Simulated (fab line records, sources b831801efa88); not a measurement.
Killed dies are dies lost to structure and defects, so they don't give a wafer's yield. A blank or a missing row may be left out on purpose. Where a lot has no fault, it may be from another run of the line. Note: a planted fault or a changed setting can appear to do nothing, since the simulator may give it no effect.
Which tool was responsible? + flow sky130 + 7 lots (21 wafers sampled), 1 step of a 708-step route

## WHAT EACH GAUGE READ, for each wafer
SKY_SD_N_OVL_MEAS_08.
| lot  | measured     | on         | SD_N_OVL (nm) |
|------|--------------|------------|---------------|
| L785 | day 28 17:56 | overlay-02 | 3.1 -0.5 1.3  |
| L787 | day 29 18:48 | overlay-02 | -0.2 -0.5 2.8 |
| L794 | day 32 09:23 | overlay-01 | -0.6 1.1 1.5  |
| L797 | day 33 02:29 | overlay-02 | 1.5 0.7 0.4   |
| L802 | day 34 08:58 | overlay-02 | -1.5 -0.5 0.4 |
| L804 | day 35 13:57 | overlay-02 | 2.0 1.8 2.0   |
| L807 | day 35 18:59 | overlay-01 | 2.5 3.8 2.6   |

## WHAT TOOL EACH LOT RAN ON (gives the tool, then ch and the chambers of the sampled wafers, and finally the start)
The record shows no process step preceding these readings.

## THE ANSWER, worked out from the rows above alone
Rule: the usual values come from the lots themselves. The widest of any qualifying gaps counts: lots, ordered by their means at a reading, are off when they make up no more than a third of the lots, leave a main group of 4 or more, and stand apart from it by 3 or more times the standard deviation of that group's means. Not used: any main group whose means are identical at the precision the tables above print for the reading. A lot without any number at a reading at which 4 lots or more have one is off too. All remaining lots with rows at the step are treated as sound.
Nothing can be told from this: no lot is off at any reading shown.

## WHAT THE SIMULATOR HAD INSERTED
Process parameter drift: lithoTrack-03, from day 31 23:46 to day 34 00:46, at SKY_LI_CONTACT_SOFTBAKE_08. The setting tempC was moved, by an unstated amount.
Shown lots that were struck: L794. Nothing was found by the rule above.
